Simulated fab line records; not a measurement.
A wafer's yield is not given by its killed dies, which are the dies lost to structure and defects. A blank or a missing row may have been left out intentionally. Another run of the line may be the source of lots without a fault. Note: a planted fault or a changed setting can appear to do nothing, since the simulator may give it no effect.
What tool caused it?    flow gf180mcu    31 wafers from 11 lots sampled at 3 of the route's 602 steps

== WHAT THE GAUGES READ, wafer by wafer ==
GF_V5_CD_MEAS_14 targets a cd of 260 nm.
lot   measured      on        cdNm (nm)
L389  day 27 14:02  cdSem-01  262.2 261.5 263.3
L390  day 27 19:12  cdSem-02  261.8 261.9 260.5
L393  day 29 00:18  cdSem-01  259.0 258.6 258.8
L392  day 29 02:27  cdSem-01  257.5 258.2 257.6
L396  day 30 09:24  cdSem-02  262.7 260.7 262.2
L397  day 30 14:35  cdSem-01  260.0 259.1 257.9
L399  day 31 04:49  cdSem-02  262.4 263.8 261.8
L400  day 31 06:14  cdSem-02  263.1 261.8 261.8
L405  day 32 04:22  cdSem-02  259.8 259.6 259.3
L409  day 33 05:55  cdSem-01  256.8 254.9
L410  day 33 10:46  cdSem-02  254.7 257.6

== WHICH TOOL RAN EACH LOT (tool, then ch and the chambers of the sampled wafers, then the start) ==
lot   GF_M5_STRIP_11                       GF_V5_COAT_09
L389  plasmaAsher-02 ch 0,1, day 26 16:55  lithoTrack-03 ch 0, day 27 03:00
L390  plasmaAsher-04 ch 0,1, day 26 21:46  lithoTrack-04 ch 0, day 27 09:00
L393  plasmaAsher-04 ch 0,1, day 28 04:19  lithoTrack-04 ch 0, day 28 14:00
L392  plasmaAsher-04 ch 0,1, day 28 06:48  lithoTrack-01 ch 0, day 28 16:00
L396  plasmaAsher-02 ch 0, day 29 13:23    lithoTrack-01 ch 0, day 30 00:00
L397  plasmaAsher-02 ch 0,1, day 29 18:37  lithoTrack-04 ch 0, day 30 05:00
L399  plasmaAsher-02 ch 0, day 30 09:20    lithoTrack-03 ch 0, day 30 19:00
L400  plasmaAsher-02 ch 0,1, day 30 11:26  lithoTrack-03 ch 0, day 30 21:00
L405  plasmaAsher-02 ch 0,1, day 31 09:25  lithoTrack-01 ch 0, day 31 19:00
L409  plasmaAsher-01 ch 0,1, day 32 12:32  lithoTrack-04 ch 0, day 32 21:00
L410  plasmaAsher-02 ch 0,1, day 32 17:11  lithoTrack-04 ch 0, day 33 02:00
- GF_M5_STRIP_11: strips in O2/N2.
- GF_V5_COAT_09: resist thk 1000 nm.

== THE ANSWER, worked out from the rows above alone ==
Rule: the usual values come from the lots themselves. The widest of any qualifying gaps counts: lots, ordered by their means at a reading, are off when they make up no more than a third of the lots, leave a main group of 4 or more, and stand apart from it by 3 or more times the standard deviation of that group's means. Not used: any main group whose means are identical at the precision the tables above print for the reading. A lot without any number at a reading at which 4 lots or more have one is off too. All remaining lots with rows at the step are treated as sound.
Across all readings shown, no lot is off: no conclusion can be drawn from this.

== WHAT THE SIMULATOR HAD PUT IN ==
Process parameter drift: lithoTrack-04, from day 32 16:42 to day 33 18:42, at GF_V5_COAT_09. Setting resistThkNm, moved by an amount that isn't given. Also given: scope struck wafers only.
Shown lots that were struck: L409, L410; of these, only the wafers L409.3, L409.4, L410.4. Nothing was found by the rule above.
